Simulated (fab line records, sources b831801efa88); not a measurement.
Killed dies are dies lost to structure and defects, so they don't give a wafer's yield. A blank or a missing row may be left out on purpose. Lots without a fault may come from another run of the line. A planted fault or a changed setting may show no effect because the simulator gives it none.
Chamber matching | flow sky130 | SKY_METAL4_ETCH_17 on rie_diel-03: 4 sister chambers
The step etches SiO2 in C4F8/O2/Ar, stops on TiN, time 3.9 s, target depth 15 nm. 14 wafers are shown with their chamber, then 7 later ones without.

WAFERS WITH THEIR CHAMBER
wafer  | chamber | chamber_pressure_mTorr (mTorr) | bias_w (W) | oes_product_au (a.u.)
L286.3 | 1       | 39.93                          | 1202       | 0.751
L286.4 | 3       | 40.02                          | 1192       | 0.754
L286.5 | 0       | 40.02                          | 1198       | 0.763
L294.1 | 0       | 39.99                          | 1202       | 0.737
L294.2 | 2       | 39.95                          | 1197       | 0.752
L294.3 | 3       | 40.03                          | 1197       | 0.751
L301.2 | 2       | 39.95                          | 1201       | 0.754
L301.4 | 3       | 39.97                          | 1199       | 0.765
L301.6 | 3       | 39.96                          | 1202       | 0.758
L302.1 | 1       | 39.99                          | 1198       | 0.752
L302.2 | 2       | 39.97                          | 1199       | 0.754
L302.4 | 0       | 39.94                          | 1203       | 0.760
L303.2 | 3       | 40.01                          | 1201       | 0.744
L303.3 | 1       | 40.04                          | 1199       | 0.769

SIGNATURES (means of the wafers above)
reading                | chamber 0 | chamber 1 | chamber 2 | chamber 3 | scatter within a chamber
chamber_pressure_mTorr | 39.9833   | 39.9867   | 39.9567   | 39.9980   | 0.0367
bias_w                 | 1201.00   | 1199.67   | 1199.00   | 1198.20   | 3.06
oes_product_au         | 0.75333   | 0.75733   | 0.75333   | 0.75440   | 0.00926
Rule: a wafer's distance from a chamber is the root of the sum, over the readings, of the square of ((its reading less the chamber's mean) divided by the reading's scatter). The wafer belongs to the nearest chamber; if the next one is less than 2 further off, it can't be placed. The scatter: the root of (the sum of the squares of (reading less its chamber's mean) over the shown wafers, divided by (wafers less chambers)).

WAFERS WITHOUT THEIR CHAMBER
wafer  | chamber_pressure_mTorr (mTorr) | bias_w (W) | oes_product_au (a.u.)
L303.5 | 39.97                          | 1203       | 0.775
L307.1 | 39.98                          | 1197       | 0.751
L307.3 | 40.01                          | 1195       | 0.745
L307.6 | 39.98                          | 1198       | 0.754
L309.4 | 40.03                          | 1203       | 0.760
L309.5 | 39.99                          | 1196       | 0.754
L309.6 | 40.04                          | 1195       | 0.761

WHICH CHAMBER EACH WENT THROUGH
wafer  | from the rows above               | in truth
L303.5 | can't be placed: 1 or 0 or 2 or 3 | 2
L307.1 | can't be placed: 3 or 2 or 1 or 0 | 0
L307.3 | can't be placed: 3 or 1 or 2 or 0 | 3
L307.6 | can't be placed: 3 or 1 or 2 or 0 | 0
L309.4 | can't be placed: 0 or 1 or 3 or 2 | 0
L309.5 | can't be placed: 3 or 1 or 2 or 0 | 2
L309.6 | can't be placed: 3 or 1 or 0 or 2 | 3
Placed correctly: 0 of 7. Can't be placed from these rows: 7 (the true chamber is among the candidates in 7). Placed wrongly: 0.
